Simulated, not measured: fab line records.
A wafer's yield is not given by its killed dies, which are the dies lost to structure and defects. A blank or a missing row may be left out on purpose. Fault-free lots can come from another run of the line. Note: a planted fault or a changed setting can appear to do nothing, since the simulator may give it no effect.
A sampling plan put to the test / flow gf180mcu / 48 faults told of in these records, all on one fab line, each judged by the records of the lots it struck
The line's own looks make up the plan; these are the steps of the route where a gauge or inspection reads the wafer and leaves it unchanged. Where struck wafers have a number at a look and the file lists that look's usual mean and standard deviation on fault-free wafers, the look can be judged. Caught: the struck wafers' mean, at a look after the fault's first step, is 4 or more of those standard deviations (sigma) away from the usual mean. On the tool: here the same test is run on the tool's own readings at the fault's steps. Caught also covers a different recipe on the struck wafers, or a record left blank for those wafers only.

== THE FAULTS, as the simulator had put them in ==
1. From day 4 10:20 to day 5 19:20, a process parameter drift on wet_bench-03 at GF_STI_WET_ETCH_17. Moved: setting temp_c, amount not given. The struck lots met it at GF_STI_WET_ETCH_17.
2. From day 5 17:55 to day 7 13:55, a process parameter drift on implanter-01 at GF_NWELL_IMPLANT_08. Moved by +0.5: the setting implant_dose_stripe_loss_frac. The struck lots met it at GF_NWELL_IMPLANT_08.
3. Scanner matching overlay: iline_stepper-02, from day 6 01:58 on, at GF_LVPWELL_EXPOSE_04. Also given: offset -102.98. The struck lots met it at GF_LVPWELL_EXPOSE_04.
4. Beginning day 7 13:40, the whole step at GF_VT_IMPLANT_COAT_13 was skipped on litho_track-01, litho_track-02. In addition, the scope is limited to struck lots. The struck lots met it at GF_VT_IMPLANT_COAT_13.
5. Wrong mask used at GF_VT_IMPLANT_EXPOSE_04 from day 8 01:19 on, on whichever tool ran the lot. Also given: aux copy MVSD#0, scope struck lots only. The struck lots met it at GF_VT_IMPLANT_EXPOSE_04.
6. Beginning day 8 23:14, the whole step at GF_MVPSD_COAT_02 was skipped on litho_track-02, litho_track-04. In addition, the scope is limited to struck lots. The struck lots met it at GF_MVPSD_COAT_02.
7. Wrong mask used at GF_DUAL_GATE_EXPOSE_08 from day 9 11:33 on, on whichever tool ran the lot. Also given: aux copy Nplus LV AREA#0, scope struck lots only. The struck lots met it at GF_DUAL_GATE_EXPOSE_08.
8. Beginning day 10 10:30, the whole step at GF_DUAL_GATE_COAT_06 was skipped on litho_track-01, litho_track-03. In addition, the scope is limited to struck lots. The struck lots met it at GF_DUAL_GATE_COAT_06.
9. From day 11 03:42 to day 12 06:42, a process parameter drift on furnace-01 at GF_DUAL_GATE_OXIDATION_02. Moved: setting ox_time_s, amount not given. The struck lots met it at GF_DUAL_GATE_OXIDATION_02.
10. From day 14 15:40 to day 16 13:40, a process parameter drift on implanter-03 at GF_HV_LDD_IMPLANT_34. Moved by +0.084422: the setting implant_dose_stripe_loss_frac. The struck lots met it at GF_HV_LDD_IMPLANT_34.
11. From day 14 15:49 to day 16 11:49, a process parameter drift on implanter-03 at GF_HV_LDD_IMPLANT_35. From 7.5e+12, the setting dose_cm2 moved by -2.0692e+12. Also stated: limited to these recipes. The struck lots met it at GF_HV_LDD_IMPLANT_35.
12. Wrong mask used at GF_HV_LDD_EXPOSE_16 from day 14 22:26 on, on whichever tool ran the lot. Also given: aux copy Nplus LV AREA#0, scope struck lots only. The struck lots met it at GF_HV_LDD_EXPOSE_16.
13. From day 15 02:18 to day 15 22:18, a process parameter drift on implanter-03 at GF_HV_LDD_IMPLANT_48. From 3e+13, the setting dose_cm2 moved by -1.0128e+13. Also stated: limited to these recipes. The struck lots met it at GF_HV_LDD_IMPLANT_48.
14. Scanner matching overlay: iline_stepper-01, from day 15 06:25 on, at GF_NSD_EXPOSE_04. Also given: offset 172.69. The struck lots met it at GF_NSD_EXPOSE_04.
15. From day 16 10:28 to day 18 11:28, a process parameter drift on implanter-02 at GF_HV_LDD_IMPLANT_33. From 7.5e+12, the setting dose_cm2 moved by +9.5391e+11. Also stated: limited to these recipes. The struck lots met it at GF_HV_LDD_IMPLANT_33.
16. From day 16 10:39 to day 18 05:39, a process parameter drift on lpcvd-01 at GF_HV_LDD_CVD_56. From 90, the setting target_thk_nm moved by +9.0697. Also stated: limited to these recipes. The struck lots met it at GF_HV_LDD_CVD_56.
17. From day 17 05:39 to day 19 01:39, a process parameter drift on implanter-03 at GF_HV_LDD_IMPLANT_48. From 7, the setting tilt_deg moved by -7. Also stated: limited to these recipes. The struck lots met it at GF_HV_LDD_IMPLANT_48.
18. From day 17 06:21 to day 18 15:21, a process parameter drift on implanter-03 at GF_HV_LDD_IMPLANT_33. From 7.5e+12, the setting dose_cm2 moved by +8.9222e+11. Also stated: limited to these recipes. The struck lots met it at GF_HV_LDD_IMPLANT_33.
19. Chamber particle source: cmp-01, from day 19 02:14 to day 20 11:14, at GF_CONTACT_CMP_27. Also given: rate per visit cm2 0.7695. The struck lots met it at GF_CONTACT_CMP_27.
20. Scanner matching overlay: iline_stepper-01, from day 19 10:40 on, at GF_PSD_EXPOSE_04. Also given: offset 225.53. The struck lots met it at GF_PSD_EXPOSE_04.
21. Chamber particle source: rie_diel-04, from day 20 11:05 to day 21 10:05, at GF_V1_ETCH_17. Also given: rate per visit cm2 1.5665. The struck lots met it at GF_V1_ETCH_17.
22. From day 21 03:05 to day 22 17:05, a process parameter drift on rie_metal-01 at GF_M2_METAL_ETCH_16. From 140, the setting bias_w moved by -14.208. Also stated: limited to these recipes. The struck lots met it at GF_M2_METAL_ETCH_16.
23. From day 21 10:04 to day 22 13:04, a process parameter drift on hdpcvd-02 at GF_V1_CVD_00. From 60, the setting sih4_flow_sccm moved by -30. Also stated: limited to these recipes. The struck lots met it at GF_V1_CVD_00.
24. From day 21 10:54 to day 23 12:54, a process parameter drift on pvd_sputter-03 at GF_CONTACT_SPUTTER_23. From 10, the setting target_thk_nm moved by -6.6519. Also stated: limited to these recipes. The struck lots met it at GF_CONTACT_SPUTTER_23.
25. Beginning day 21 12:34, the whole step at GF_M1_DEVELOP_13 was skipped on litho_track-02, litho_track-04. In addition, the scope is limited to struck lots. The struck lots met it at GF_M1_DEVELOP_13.
26. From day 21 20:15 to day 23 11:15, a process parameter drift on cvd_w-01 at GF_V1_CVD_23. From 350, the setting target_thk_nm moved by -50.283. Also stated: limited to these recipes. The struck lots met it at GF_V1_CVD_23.
27. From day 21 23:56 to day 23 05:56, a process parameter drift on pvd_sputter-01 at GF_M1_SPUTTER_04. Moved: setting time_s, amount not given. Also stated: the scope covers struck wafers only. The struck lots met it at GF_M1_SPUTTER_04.
28. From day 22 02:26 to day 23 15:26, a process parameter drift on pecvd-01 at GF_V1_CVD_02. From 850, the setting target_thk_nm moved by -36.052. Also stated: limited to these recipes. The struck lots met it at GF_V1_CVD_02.
29. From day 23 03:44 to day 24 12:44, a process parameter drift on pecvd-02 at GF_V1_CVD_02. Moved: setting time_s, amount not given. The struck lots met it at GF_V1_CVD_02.
30. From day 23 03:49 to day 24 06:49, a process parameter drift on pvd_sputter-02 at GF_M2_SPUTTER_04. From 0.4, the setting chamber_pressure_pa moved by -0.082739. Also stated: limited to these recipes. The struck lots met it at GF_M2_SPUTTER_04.
31. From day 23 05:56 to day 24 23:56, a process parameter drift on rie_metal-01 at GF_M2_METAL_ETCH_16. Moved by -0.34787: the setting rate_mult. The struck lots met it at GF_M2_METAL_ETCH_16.
32. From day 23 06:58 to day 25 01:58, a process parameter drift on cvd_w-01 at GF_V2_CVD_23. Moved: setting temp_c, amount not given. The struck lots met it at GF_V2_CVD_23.
33. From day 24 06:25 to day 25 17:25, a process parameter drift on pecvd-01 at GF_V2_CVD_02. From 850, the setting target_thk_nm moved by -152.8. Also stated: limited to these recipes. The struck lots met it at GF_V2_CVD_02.
34. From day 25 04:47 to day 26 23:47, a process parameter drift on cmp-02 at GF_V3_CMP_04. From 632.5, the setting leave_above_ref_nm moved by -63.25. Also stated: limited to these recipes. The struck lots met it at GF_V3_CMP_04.
35. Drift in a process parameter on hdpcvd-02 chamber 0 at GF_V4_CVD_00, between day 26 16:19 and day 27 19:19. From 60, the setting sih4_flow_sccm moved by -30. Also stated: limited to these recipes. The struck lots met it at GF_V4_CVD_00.
36. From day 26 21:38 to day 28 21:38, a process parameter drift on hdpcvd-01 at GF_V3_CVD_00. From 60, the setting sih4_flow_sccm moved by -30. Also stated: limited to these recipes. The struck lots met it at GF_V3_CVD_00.
37. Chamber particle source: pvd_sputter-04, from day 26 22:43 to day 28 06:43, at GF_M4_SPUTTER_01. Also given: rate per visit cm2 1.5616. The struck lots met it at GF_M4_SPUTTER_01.
38. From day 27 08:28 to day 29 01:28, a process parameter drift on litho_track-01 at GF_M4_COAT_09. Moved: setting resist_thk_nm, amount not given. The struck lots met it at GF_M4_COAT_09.
39. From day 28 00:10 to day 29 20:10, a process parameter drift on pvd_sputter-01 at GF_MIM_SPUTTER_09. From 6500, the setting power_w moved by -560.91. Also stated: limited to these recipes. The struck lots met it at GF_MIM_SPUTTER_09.
40. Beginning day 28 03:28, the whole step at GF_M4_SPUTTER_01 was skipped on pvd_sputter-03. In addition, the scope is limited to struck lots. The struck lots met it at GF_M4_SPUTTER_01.
41. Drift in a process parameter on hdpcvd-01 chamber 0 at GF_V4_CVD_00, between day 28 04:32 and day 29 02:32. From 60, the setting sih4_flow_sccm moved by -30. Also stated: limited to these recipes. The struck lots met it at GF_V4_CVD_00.
42. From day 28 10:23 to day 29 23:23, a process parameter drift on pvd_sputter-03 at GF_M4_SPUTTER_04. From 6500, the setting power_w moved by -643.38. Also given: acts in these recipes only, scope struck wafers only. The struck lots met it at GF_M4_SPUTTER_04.
43. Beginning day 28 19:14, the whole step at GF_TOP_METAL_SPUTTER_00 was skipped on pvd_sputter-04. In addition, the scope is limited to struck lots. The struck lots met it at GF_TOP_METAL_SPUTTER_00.
44. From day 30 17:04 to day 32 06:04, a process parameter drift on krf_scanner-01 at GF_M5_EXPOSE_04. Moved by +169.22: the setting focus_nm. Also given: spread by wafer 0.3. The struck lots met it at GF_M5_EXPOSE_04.
45. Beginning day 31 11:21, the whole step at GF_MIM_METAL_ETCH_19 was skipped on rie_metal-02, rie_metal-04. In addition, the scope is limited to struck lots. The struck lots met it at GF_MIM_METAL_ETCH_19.
46. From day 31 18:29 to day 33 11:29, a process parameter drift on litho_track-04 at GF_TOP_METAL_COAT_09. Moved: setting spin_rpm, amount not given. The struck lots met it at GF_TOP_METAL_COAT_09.
47. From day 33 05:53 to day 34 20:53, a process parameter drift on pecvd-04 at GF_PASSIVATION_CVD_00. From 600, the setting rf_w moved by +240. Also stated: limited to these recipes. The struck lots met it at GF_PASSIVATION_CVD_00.
48. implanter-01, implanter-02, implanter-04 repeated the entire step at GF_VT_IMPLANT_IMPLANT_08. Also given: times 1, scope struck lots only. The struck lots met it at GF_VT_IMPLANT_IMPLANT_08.

== WHAT THE PLAN SAW ==
fault=1; on the tool itself=temp_c -28 sigma; first look that catches it=none of the 2 looks that can be judged after it; reading, sigma=-; median hours from its first step to that look=-; hours from the fault's start to the first struck lot there=-; judged looks passed uncaught=2
fault=2; on the tool itself=under 2 sigma; first look that catches it=GF_NWELL_TW_MEAS_11; reading, sigma=NWELL_TW -11; median hours from its first step to that look=0.4; hours from the fault's start to the first struck lot there=10; judged looks passed uncaught=0
fault=3; on the tool itself=no reading that can be judged; first look that catches it=GF_LVPWELL_OVL_MEAS_07; reading, sigma=LVPWELL_OVL -73; median hours from its first step to that look=7.4; hours from the fault's start to the first struck lot there=11; judged looks passed uncaught=0
fault=4; on the tool itself=the tool's record is blank for the struck wafers; first look that catches it=GF_VT_IMPLANT_TW_MEAS_32; reading, sigma=VT_IMPLANT_3_TW +99 or beyond; median hours from its first step to that look=25.1; hours from the fault's start to the first struck lot there=29; judged looks passed uncaught=0
fault=5; on the tool itself=no reading that can be judged; first look that catches it=GF_VT_IMPLANT_TW_MEAS_10; reading, sigma=VT_IMPLANT_TW -99 or beyond; median hours from its first step to that look=8.0; hours from the fault's start to the first struck lot there=12; judged looks passed uncaught=0
fault=6; on the tool itself=the tool's record is blank for the struck wafers; first look that catches it=GF_VT_IMPLANT_TW_MEAS_10; reading, sigma=VT_IMPLANT_TW +30; median hours from its first step to that look=26.4; hours from the fault's start to the first struck lot there=28; judged looks passed uncaught=0
fault=7; on the tool itself=under 2 sigma; first look that catches it=no look after it can be judged; reading, sigma=-; median hours from its first step to that look=-; hours from the fault's start to the first struck lot there=-; judged looks passed uncaught=0
fault=8; on the tool itself=the tool's record is blank for the struck wafers; first look that catches it=no look after it can be judged; reading, sigma=-; median hours from its first step to that look=-; hours from the fault's start to the first struck lot there=-; judged looks passed uncaught=0
fault=9; on the tool itself=under 2 sigma; first look that catches it=GF_DUAL_GATE_THK_MEAS_03; reading, sigma=DUAL_GATE_OXIDATION_00_THK +23; median hours from its first step to that look=1.5; hours from the fault's start to the first struck lot there=12; judged looks passed uncaught=0
fault=10; on the tool itself=no reading that can be judged; first look that catches it=none of the 7 looks that can be judged after it; reading, sigma=-; median hours from its first step to that look=-; hours from the fault's start to the first struck lot there=-; judged looks passed uncaught=7
fault=11; on the tool itself=dose_ions_cm2 -99 or beyond sigma; first look that catches it=GF_HV_LDD_RS_MEAS_53; reading, sigma=HV_LDD_RS +4.9; median hours from its first step to that look=22.5; hours from the fault's start to the first struck lot there=27; judged looks passed uncaught=2
fault=12; on the tool itself=no reading that can be judged; first look that catches it=GF_HV_LDD_TW_MEAS_23; reading, sigma=HV_LDD_2_TW -99 or beyond; median hours from its first step to that look=11.1; hours from the fault's start to the first struck lot there=13; judged looks passed uncaught=0
fault=13; on the tool itself=dose_ions_cm2 -99 or beyond sigma; first look that catches it=GF_HV_LDD_TW_MEAS_50; reading, sigma=HV_LDD_4_TW -14; median hours from its first step to that look=0.2; hours from the fault's start to the first struck lot there=8; judged looks passed uncaught=0
fault=14; on the tool itself=no reading that can be judged; first look that catches it=GF_NSD_OVL_MEAS_08; reading, sigma=NSD_OVL +99 or beyond; median hours from its first step to that look=11.5; hours from the fault's start to the first struck lot there=24; judged looks passed uncaught=0
fault=15; on the tool itself=dose_ions_cm2 +99 or beyond sigma; first look that catches it=no look after it can be judged; reading, sigma=-; median hours from its first step to that look=-; hours from the fault's start to the first struck lot there=-; judged looks passed uncaught=0
fault=16; on the tool itself=no reading that can be judged; first look that catches it=GF_HV_LDD_THK_MEAS_57; reading, sigma=HV_LDD_CVD_56_THK +10; median hours from its first step to that look=1.4; hours from the fault's start to the first struck lot there=7; judged looks passed uncaught=0
fault=17; on the tool itself=tilt_deg -99 or beyond sigma; first look that catches it=GF_HV_LDD_TW_MEAS_50; reading, sigma=HV_LDD_4_TW -11; median hours from its first step to that look=0.2; hours from the fault's start to the first struck lot there=3; judged looks passed uncaught=0
fault=18; on the tool itself=dose_ions_cm2 +99 or beyond sigma; first look that catches it=not the one look that can be judged after it; reading, sigma=strongest: HV_LDD_RS at GF_HV_LDD_RS_MEAS_53, -2.9; median hours from its first step to that look=-; hours from the fault's start to the first struck lot there=-; judged looks passed uncaught=1
fault=19; on the tool itself=under 2 sigma; first look that catches it=not the one look that can be judged after it; reading, sigma=-; median hours from its first step to that look=-; hours from the fault's start to the first struck lot there=-; judged looks passed uncaught=1
fault=20; on the tool itself=under 2 sigma; first look that catches it=GF_PSD_OVL_MEAS_08; reading, sigma=PSD_OVL +99 or beyond; median hours from its first step to that look=12.0; hours from the fault's start to the first struck lot there=23; judged looks passed uncaught=0
fault=21; on the tool itself=under 2 sigma; first look that catches it=none of the 2 looks that can be judged after it; reading, sigma=-; median hours from its first step to that look=-; hours from the fault's start to the first struck lot there=-; judged looks passed uncaught=2
fault=22; on the tool itself=bias_w -38 sigma; first look that catches it=no look after it can be judged; reading, sigma=-; median hours from its first step to that look=-; hours from the fault's start to the first struck lot there=-; judged looks passed uncaught=0
fault=23; on the tool itself=sih4_flow_sccm -99 or beyond sigma; first look that catches it=GF_V1_THK_MEAS_01; reading, sigma=V1_CVD_00_THK -51; median hours from its first step to that look=0.1; hours from the fault's start to the first struck lot there=10; judged looks passed uncaught=0
fault=24; on the tool itself=under 2 sigma; first look that catches it=no look after it can be judged; reading, sigma=-; median hours from its first step to that look=-; hours from the fault's start to the first struck lot there=-; judged looks passed uncaught=0
fault=25; on the tool itself=no reading that can be judged; first look that catches it=no look after it can be judged; reading, sigma=-; median hours from its first step to that look=-; hours from the fault's start to the first struck lot there=-; judged looks passed uncaught=0
fault=26; on the tool itself=under 2 sigma; first look that catches it=GF_V1_RS_MEAS_24; reading, sigma=V1_W_RS +14; median hours from its first step to that look=0.1; hours from the fault's start to the first struck lot there=5; judged looks passed uncaught=0
fault=27; on the tool itself=under 2 sigma; first look that catches it=none of the 7 looks that can be judged after it; reading, sigma=-; median hours from its first step to that look=-; hours from the fault's start to the first struck lot there=-; judged looks passed uncaught=7
fault=28; on the tool itself=under 2 sigma; first look that catches it=not the one look that can be judged after it; reading, sigma=strongest: V1_CVD_02_THK at GF_V1_THK_MEAS_03, -2.7; median hours from its first step to that look=-; hours from the fault's start to the first struck lot there=-; judged looks passed uncaught=1
fault=29; on the tool itself=run_length_s -89 sigma; first look that catches it=GF_V1_THK_MEAS_03; reading, sigma=V1_CVD_02_THK -46; median hours from its first step to that look=0.1; hours from the fault's start to the first struck lot there=9; judged looks passed uncaught=0
fault=30; on the tool itself=chamber_pressure_pa -96 sigma; first look that catches it=none of the 7 looks that can be judged after it; reading, sigma=-; median hours from its first step to that look=-; hours from the fault's start to the first struck lot there=-; judged looks passed uncaught=7
fault=31; on the tool itself=oes_product_au -28 sigma; first look that catches it=not the one look that can be judged after it; reading, sigma=-; median hours from its first step to that look=-; hours from the fault's start to the first struck lot there=-; judged looks passed uncaught=1
fault=32; on the tool itself=susceptor_temp_C +99 or beyond sigma; first look that catches it=GF_V2_RS_MEAS_24; reading, sigma=V2_W_RS -34; median hours from its first step to that look=0.1; hours from the fault's start to the first struck lot there=5; judged looks passed uncaught=0
fault=33; on the tool itself=under 2 sigma; first look that catches it=GF_V2_THK_MEAS_03; reading, sigma=V2_CVD_02_THK -14; median hours from its first step to that look=0.1; hours from the fault's start to the first struck lot there=10; judged looks passed uncaught=0
fault=34; on the tool itself=time_to_endpoint_s +5.3 sigma; first look that catches it=no look after it can be judged; reading, sigma=-; median hours from its first step to that look=-; hours from the fault's start to the first struck lot there=-; judged looks passed uncaught=0
fault=35; on the tool itself=sih4_flow_sccm -99 or beyond sigma; first look that catches it=GF_V4_THK_MEAS_01; reading, sigma=V4_CVD_00_THK -45; median hours from its first step to that look=0.1; hours from the fault's start to the first struck lot there=7; judged looks passed uncaught=0
fault=36; on the tool itself=sih4_flow_sccm -99 or beyond sigma; first look that catches it=GF_V3_THK_MEAS_01; reading, sigma=V3_CVD_00_THK -59; median hours from its first step to that look=0.1; hours from the fault's start to the first struck lot there=16; judged looks passed uncaught=0
fault=37; on the tool itself=under 2 sigma; first look that catches it=not the one look that can be judged after it; reading, sigma=-; median hours from its first step to that look=-; hours from the fault's start to the first struck lot there=-; judged looks passed uncaught=1
fault=38; on the tool itself=no reading that can be judged; first look that catches it=not the one look that can be judged after it; reading, sigma=-; median hours from its first step to that look=-; hours from the fault's start to the first struck lot there=-; judged looks passed uncaught=1
fault=39; on the tool itself=cathode_dc_power_W -99 or beyond sigma; first look that catches it=none of the 4 looks that can be judged after it; reading, sigma=-; median hours from its first step to that look=-; hours from the fault's start to the first struck lot there=-; judged looks passed uncaught=4
fault=40; on the tool itself=the tool's record is blank for the struck wafers; first look that catches it=no look after it can be judged; reading, sigma=-; median hours from its first step to that look=-; hours from the fault's start to the first struck lot there=-; judged looks passed uncaught=0
fault=41; on the tool itself=sih4_flow_sccm -99 or beyond sigma; first look that catches it=GF_V4_THK_MEAS_01; reading, sigma=V4_CVD_00_THK -48; median hours from its first step to that look=0.1; hours from the fault's start to the first struck lot there=15; judged looks passed uncaught=0
fault=42; on the tool itself=cathode_dc_power_W -99 or beyond sigma; first look that catches it=none of the 7 looks that can be judged after it; reading, sigma=strongest: M4_ALCU_THK at GF_M4_THK_MEAS_06, +2.6; median hours from its first step to that look=-; hours from the fault's start to the first struck lot there=-; judged looks passed uncaught=7
fault=43; on the tool itself=the tool's record is blank for the struck wafers; first look that catches it=no look after it can be judged; reading, sigma=-; median hours from its first step to that look=-; hours from the fault's start to the first struck lot there=-; judged looks passed uncaught=0
fault=44; on the tool itself=exposure_dose_mJ_cm2 -8.8 sigma; first look that catches it=GF_M5_CD_MEAS_07; reading, sigma=cd_nm -8.6; median hours from its first step to that look=8.4; hours from the fault's start to the first struck lot there=28; judged looks passed uncaught=0
fault=45; on the tool itself=the tool's record is blank for the struck wafers; first look that catches it=no look after it can be judged; reading, sigma=-; median hours from its first step to that look=-; hours from the fault's start to the first struck lot there=-; judged looks passed uncaught=0
fault=46; on the tool itself=spin_speed_rpm +99 or beyond sigma; first look that catches it=not the one look that can be judged after it; reading, sigma=strongest: cd_nm at GF_TOP_METAL_CD_MEAS_14, -3.3; median hours from its first step to that look=-; hours from the fault's start to the first struck lot there=-; judged looks passed uncaught=1
fault=47; on the tool itself=rf_fwd_power_W +99 or beyond sigma; first look that catches it=GF_PASSIVATION_THK_MEAS_01; reading, sigma=PASSIVATION_CVD_00_THK +8.9; median hours from its first step to that look=0.1; hours from the fault's start to the first struck lot there=3; judged looks passed uncaught=0
fault=48; on the tool itself=no reading that can be judged; first look that catches it=GF_VT_IMPLANT_TW_MEAS_10; reading, sigma=VT_IMPLANT_TW +32; median hours from its first step to that look=0.5; hours from the fault's start to the first struck lot there=-; judged looks passed uncaught=0
A dash: the fault isn't caught, or these records don't give the number.

Caught at a look: 24 of 48. Caught on the tool: 27 of 48. By one or the other: 38 of 48.
Faults 1, 8, 15, 18, 22, 30, 31, 34, 39, 40, 42, 43, 45, 46 were caught on the tool alone.
Caught at a look alone: faults 2, 3, 5, 9, 12, 14, 16, 20, 26, 33, 48.
Caught by neither: faults 7, 10, 19, 21, 24, 25, 27, 28, 37, 38.

== THINNER SAMPLING ==
If the look that catches a fault measured only every second or every third lot, by lot number, the first struck lot would be measured this late in the worst case:
fault=2; struck lots at that look, in order of time=L170, L173; every lot=10 h; every second lot=25 h; every third lot=may miss all 2
fault=3; struck lots at that look, in order of time=L253, L255, L257; every lot=11 h; every second lot=may miss all 3; every third lot=32 h
fault=4; struck lots at that look, in order of time=L402, L403; every lot=29 h; every second lot=37 h; every third lot=may miss all 2
fault=5; struck lots at that look, in order of time=L386; every lot=12 h; every second lot=may miss it; every third lot=may miss it
fault=6; struck lots at that look, in order of time=L205, L206; every lot=28 h; every second lot=32 h; every third lot=may miss all 2
fault=9; struck lots at that look, in order of time=L813, L815; every lot=12 h; every second lot=may miss all 2; every third lot=may miss all 2
fault=11; struck lots at that look, in order of time=L925, L929; every lot=27 h; every second lot=may miss all 2; every third lot=may miss all 2
fault=12; struck lots at that look, in order of time=L842; every lot=13 h; every second lot=may miss it; every third lot=may miss it
fault=13; struck lots at that look, in order of time=L199, L200; every lot=8 h; every second lot=16 h; every third lot=may miss all 2
fault=14; struck lots at that look, in order of time=L644, L650; every lot=24 h; every second lot=may miss all 2; every third lot=may miss all 2
fault=16; struck lots at that look, in order of time=L291, L292; every lot=7 h; every second lot=19 h; every third lot=may miss all 2
fault=17; struck lots at that look, in order of time=L196, L198; every lot=3 h; every second lot=may miss all 2; every third lot=may miss all 2
fault=20; struck lots at that look, in order of time=L502, L505; every lot=23 h; every second lot=42 h; every third lot=may miss all 2
fault=23; struck lots at that look, in order of time=L672, L673; every lot=10 h; every second lot=22 h; every third lot=may miss all 2
fault=26; struck lots at that look, in order of time=L201, L203, L204; every lot=5 h; every second lot=37 h; every third lot=may miss all 3
fault=29; struck lots at that look, in order of time=L840, L841, L842; every lot=9 h; every second lot=17 h; every third lot=20 h
fault=32; struck lots at that look, in order of time=L785, L789; every lot=5 h; every second lot=may miss all 2; every third lot=may miss all 2
fault=33; struck lots at that look, in order of time=L957, L959; every lot=10 h; every second lot=may miss all 2; every third lot=may miss all 2
fault=35; struck lots at that look, in order of time=L115, L117; every lot=7 h; every second lot=may miss all 2; every third lot=may miss all 2
fault=36; struck lots at that look, in order of time=L783, L786; every lot=16 h; every second lot=34 h; every third lot=may miss all 2
fault=41; struck lots at that look, in order of time=L893; every lot=15 h; every second lot=may miss it; every third lot=may miss it
fault=44; struck lots at that look, in order of time=L455; every lot=28 h; every second lot=may miss it; every third lot=may miss it
fault=47; struck lots at that look, in order of time=L126, L127; every lot=3 h; every second lot=11 h; every third lot=may miss all 2
Hours are from the fault's start to the first struck lot that is measured. 4 sigma limit: tested on the pooled struck wafers, so a lone lot may be under it. Other struck lots may not be in these records.

== THE LONGEST TIMED WAY FROM STEP TO LOOK ==
Fault 6: a median of 26.4 hours passes between GF_MVPSD_COAT_02 and GF_VT_IMPLANT_TW_MEAS_10. No look between them can be judged.
